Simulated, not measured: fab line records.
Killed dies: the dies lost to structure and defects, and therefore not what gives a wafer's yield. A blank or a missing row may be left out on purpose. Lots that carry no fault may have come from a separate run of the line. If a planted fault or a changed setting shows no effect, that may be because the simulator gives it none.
Commonality check across tools / flow gf180mcu / Sampled: 11 lots, 39 wafers

== THE REASON FOR OPENING IT ==
At GF_V4_RS_MEAS_24 the reading V4_W_RS is flagged on 2 of 11 lots. Fault-free wafers read 0.325 ohm/sq, with a standard deviation of 0.0034.
Rule: flag the lot when none of its wafers has a number, or when each of its wafers that has one lies beyond 4 standard deviations from that mean. The rest of the lots are taken to be sound.

lot=L449; measured=day 24 12:08; on=filmMetro-01; V4_W_RS (ohm/sq), wafer by wafer=0.332 0.327 0.330; flag=
lot=L450; measured=day 24 19:41; on=filmMetro-01; V4_W_RS (ohm/sq), wafer by wafer=0.324 0.325 0.324; flag=
lot=L451; measured=day 25 07:44; on=filmMetro-02; V4_W_RS (ohm/sq), wafer by wafer=0.323 0.320 0.320; flag=
lot=L453; measured=day 25 21:50; on=filmMetro-02; V4_W_RS (ohm/sq), wafer by wafer=0.323 0.323 0.322; flag=
lot=L455; measured=day 26 14:43; on=filmMetro-02; V4_W_RS (ohm/sq), wafer by wafer=0.324 0.322 0.321; flag=
lot=L460; measured=day 28 07:58; on=filmMetro-02; V4_W_RS (ohm/sq), wafer by wafer=0.341 0.345 0.343 0.340 0.346 0.342; flag=FLAGGED
lot=L461; measured=day 28 12:34; on=filmMetro-01; V4_W_RS (ohm/sq), wafer by wafer=0.341 0.349 0.341 0.341 0.348 0.340; flag=FLAGGED
lot=L465; measured=day 29 14:07; on=filmMetro-04; V4_W_RS (ohm/sq), wafer by wafer=0.321 0.327 0.326; flag=
lot=L467; measured=day 30 03:53; on=filmMetro-02; V4_W_RS (ohm/sq), wafer by wafer=0.325 0.319 0.328; flag=
lot=L469; measured=day 30 12:29; on=filmMetro-01; V4_W_RS (ohm/sq), wafer by wafer=0.333 0.327 0.322; flag=
lot=L472; measured=day 31 08:40; on=filmMetro-02; V4_W_RS (ohm/sq), wafer by wafer=0.320 0.324 0.326; flag=
Average over the flagged lots: 0.343 ohm/sq; offset from the usual +0.018 ohm/sq, equal to +5 standard deviations.

== WHICH TOOL EACH LOT WENT THROUGH ==
2 process steps preceding the reading are held in the record, out of 602 steps in the route. Every cell lists first the tool, next ch and the chambers used by the sampled wafers, and last the start.
lot=L449; flag=; GF_V4_SPUTTER_21=pvdSputter-01, day 24 11:55; GF_V4_CVD_23=cvdW-02 ch 0,1, day 24 12:01
lot=L450; flag=; GF_V4_SPUTTER_21=pvdSputter-02, day 24 19:28; GF_V4_CVD_23=cvdW-01 ch 0,1, day 24 19:34
lot=L451; flag=; GF_V4_SPUTTER_21=pvdSputter-03, day 25 07:31; GF_V4_CVD_23=cvdW-01 ch 0,1, day 25 07:37
lot=L453; flag=; GF_V4_SPUTTER_21=pvdSputter-03, day 25 21:38; GF_V4_CVD_23=cvdW-02 ch 0,1, day 25 21:44
lot=L455; flag=; GF_V4_SPUTTER_21=pvdSputter-03, day 26 14:29; GF_V4_CVD_23=cvdW-02 ch 0,1, day 26 14:35
lot=L460; flag=FLAGGED; GF_V4_SPUTTER_21=pvdSputter-03, day 28 07:45; GF_V4_CVD_23=cvdW-01 ch 0,1, day 28 07:51
lot=L461; flag=FLAGGED; GF_V4_SPUTTER_21=pvdSputter-01, day 28 12:21; GF_V4_CVD_23=cvdW-01 ch 0,1, day 28 12:27
lot=L465; flag=; GF_V4_SPUTTER_21=pvdSputter-02, day 29 13:55; GF_V4_CVD_23=cvdW-02 ch 0,1, day 29 14:01
lot=L467; flag=; GF_V4_SPUTTER_21=pvdSputter-01, day 30 03:39; GF_V4_CVD_23=cvdW-02 ch 0,1, day 30 03:45
lot=L469; flag=; GF_V4_SPUTTER_21=pvdSputter-02, day 30 12:15; GF_V4_CVD_23=cvdW-02 ch 0,1, day 30 12:21
lot=L472; flag=; GF_V4_SPUTTER_21=pvdSputter-03, day 31 08:25; GF_V4_CVD_23=cvdW-01 ch 0,1, day 31 08:31
What these steps do:
- GF_V4_SPUTTER_21: material Ti, target thk 15 nm, time 80.02 s.
- GF_V4_CVD_23: deposits W, target thk 350 nm, time 104.9 s.
- GF_V4_RS_MEAS_24: measures by four-point-probe.

== FLAGGED OVER TOTAL, TOOL BY TOOL (the gauges that took the reading come last) ==
step=GF_V4_SPUTTER_21; tool=pvdSputter-01; lots run=3; flagged=1; share of the flagged lots=some; sound lots run after its first flagged lot=1 (L467)
step=GF_V4_SPUTTER_21; tool=pvdSputter-02; lots run=3; flagged=0; share of the flagged lots=none; sound lots run after its first flagged lot=-
step=GF_V4_SPUTTER_21; tool=pvdSputter-03; lots run=5; flagged=1; share of the flagged lots=some; sound lots run after its first flagged lot=1 (L472)
step=GF_V4_CVD_23; tool=cvdW-01; lots run=5; flagged=2; share of the flagged lots=all; sound lots run after its first flagged lot=1 (L472)
step=GF_V4_CVD_23; tool=cvdW-02; lots run=6; flagged=0; share of the flagged lots=none; sound lots run after its first flagged lot=-
step=GF_V4_RS_MEAS_24; tool=filmMetro-01; lots run=4; flagged=1; share of the flagged lots=some; sound lots run after its first flagged lot=1 (L469)
step=GF_V4_RS_MEAS_24; tool=filmMetro-02; lots run=6; flagged=1; share of the flagged lots=some; sound lots run after its first flagged lot=2 (L467,L472)
step=GF_V4_RS_MEAS_24; tool=filmMetro-04; lots run=1; flagged=0; share of the flagged lots=none; sound lots run after its first flagged lot=-

== WHAT THE TABLE PERMITS ==
1 row of the table ran every flagged lot: cvdW-01 at GF_V4_CVD_23.
- cvdW-01 at GF_V4_CVD_23: 2 of its 5 lots flagged. Lots that were sound ran on it after the first flagged one (L472); a persistent fault on the entire tool would not allow that. Its own readings lie more than 4 standard deviations out on every wafer of the flagged lots: chamberPressureTorr.
Every row of the table either missed a flagged lot or ran a sound lot after the first.

== WHAT THE SIMULATOR PUT IN ==
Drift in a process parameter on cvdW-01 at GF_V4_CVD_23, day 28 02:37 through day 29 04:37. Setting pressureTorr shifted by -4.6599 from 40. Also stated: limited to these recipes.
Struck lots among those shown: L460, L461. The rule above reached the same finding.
